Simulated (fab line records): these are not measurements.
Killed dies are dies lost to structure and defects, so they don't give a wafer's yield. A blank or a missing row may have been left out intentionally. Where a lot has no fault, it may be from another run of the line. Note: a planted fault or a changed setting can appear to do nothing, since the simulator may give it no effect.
Struck lot and sound lot, side by side :: flow sky130 :: 18 out of 708 route steps
Sound: these wafers, L833.1, L833.2, L833.3. Struck: wafers L840.2, L840.3 (left out: L840.4, a lot-mate that was not struck); the cause follows at the end.
Per side, at each step with rows, come the tool, then ch with its chambers, and then its first start. Under that, the readings that differ: sound wafers :: struck wafers :: difference of the means :: sigmas: that difference in standard deviations of wafers without a fault.
alike: readings with means less than 2 such deviations apart, plus words and numbers identical on both sides. not compared: withheld readings, readings lacking a value on some wafer, bounds such as >300 that could conceal the same value, and numbers that have no deviation in the record and whose values overlap.
A row with sigmas, a row that says differs or no value, or rows on one side alone: a step with any of these is where the two part. Non-overlapping numbers with no deviation appear without sigmas and do not part them. Lack of a reading on every wafer of one side parts them only where that side has two or more wafers.

first, 2 steps without rows for these wafers: SKY_CONTACT_PEB_12; SKY_CONTACT_DEVELOP_13 (develop time 60 s).
SKY_CONTACT_CD_MEAS_14 targets a cd of 170 nm.
  struck on cd-sem-01, day 35 19:31; sound on cd-sem-01, day 34 06:07
  alike: cd-nm
SKY_CONTACT_OVL_MEAS_15:
  struck on overlay-02, day 35 19:37; sound on overlay-01, day 34 06:14
  alike: CONTACT_OVL
SKY_CONTACT_ETCH_16: etches BARC in N2/H2, stops on SiO2, time 45.9 s, target depth 60 nm.
  sound on rie-diel-01 ch 0,1,2, day 34 06:16; struck on rie-diel-01 ch 1,2, day 35 19:39
  alike: drypump-motor-current-A, oes-product-au, throttle-valve-pct
  not compared: rf-hours-counter-h
SKY_CONTACT_ETCH_17: etches SiO2 in C4F8/O2/Ar, stops on Si3N4, target depth 340 nm.
  sound on rie-diel-01 ch 0,1,2, day 34 06:19; struck on rie-diel-01 ch 1,2, day 35 19:41
  alike: oes-product-au
SKY_CONTACT_ETCH_18: etches Si3N4 in CHF3/O2, stops on TiN, time 39 s, target depth 75 nm.
  sound: rie-diel-01 ch 0,1,2; struck: rie-diel-01 ch 1,2
  alike: drypump-motor-current-A, oes-product-au, throttle-valve-pct
  not compared: rf-hours-counter-h
SKY_CONTACT_STRIP_19: strips in O2/N2.
  sound on plasma-asher-03 ch 0,1, day 34 06:25; struck on plasma-asher-02 ch 0, day 35 19:47
  alike: drypump-motor-current-A, oes-product-au, strip-time-to-endpoint-s
  not compared: rf-hours-counter-h
then, 3 steps without rows for these wafers: SKY_CONTACT_STRIP_20 (strips in post etch residue remover, time 1200 s); SKY_CONTACT_CLEAN_21 (cleans in IPA, time 180 s); SKY_CONTACT_CLEAN_22 (cleans in O3/DIW).
SKY_CONTACT_SPUTTER_23: material TiN, target thk 20 nm, time 80 s.
  struck on pvd-sputter-01, day 35 20:23; sound on pvd-sputter-01, day 34 07:00
  alike: throttle-valve-pct
SKY_CONTACT_CVD_24: deposits W, target thk 340 nm, time 102.12 s.
  sound on cvd-w-01 ch 0,1, day 34 07:04; struck on cvd-w-01 ch 1, day 35 20:26
reading: model.W_of_CONTACT_CVD_24.thk-nm (nm)
sound: 335.6 336.3 338.1
struck: 393.9 389.6
difference: +55.1
sigmas: 
  alike: heater-power-w
SKY_CONTACT_RS_MEAS_25: uses a four-point probe to measure.
  struck on film-metro-01, day 35 20:52; sound on film-metro-04, day 34 07:10
reading: CONTACT_W_RS (ohm/sq)
sound: 0.342 0.341 0.340
struck: 0.291 0.293
difference: -0.049
sigmas: -14
  not compared: hold
SKY_CONTACT_THK_MEAS_26: measures by xrf.
  struck on film-metro-01, day 35 23:26; sound on film-metro-04, day 34 07:17
reading: CONTACT_W_THK (nm)
sound: 337 338 339
struck: 397 394
difference: +58
sigmas: +14
  not compared: hold
SKY_CONTACT_CMP_27: polishes, stops on SiO2, t overpolish 15 s, target thk 0 nm.
  sound on cmp-02 ch 0,2,3, day 34 07:21; struck on cmp-01 ch 0,3, day 36 02:14
reading: hold
sound: - - -
struck: await-dispo/2.4h/release await-dispo/2.4h/release
difference: no value on the sound wafers
sigmas: 

reading: time-to-endpoint-s (s)
sound: 76.5 79.1 78.6
struck: 97.0 93.4
difference: +17.1
sigmas: +7
  alike: motor-current-A
then, 1 step without rows for these wafers: SKY_METAL1_SPUTTER_00 (material Ti, target thk 15 nm, time 10 s).
SKY_PAD_OPEN_PROBE_99:
  sound wafers here have rows in the record (prober-01, day 47 17:55); struck ones have none

## WHERE THEY PART
Earliest at SKY_CONTACT_RS_MEAS_25; latest, in this record, at SKY_PAD_OPEN_PROBE_99.

WHY: the cause the simulator had injected
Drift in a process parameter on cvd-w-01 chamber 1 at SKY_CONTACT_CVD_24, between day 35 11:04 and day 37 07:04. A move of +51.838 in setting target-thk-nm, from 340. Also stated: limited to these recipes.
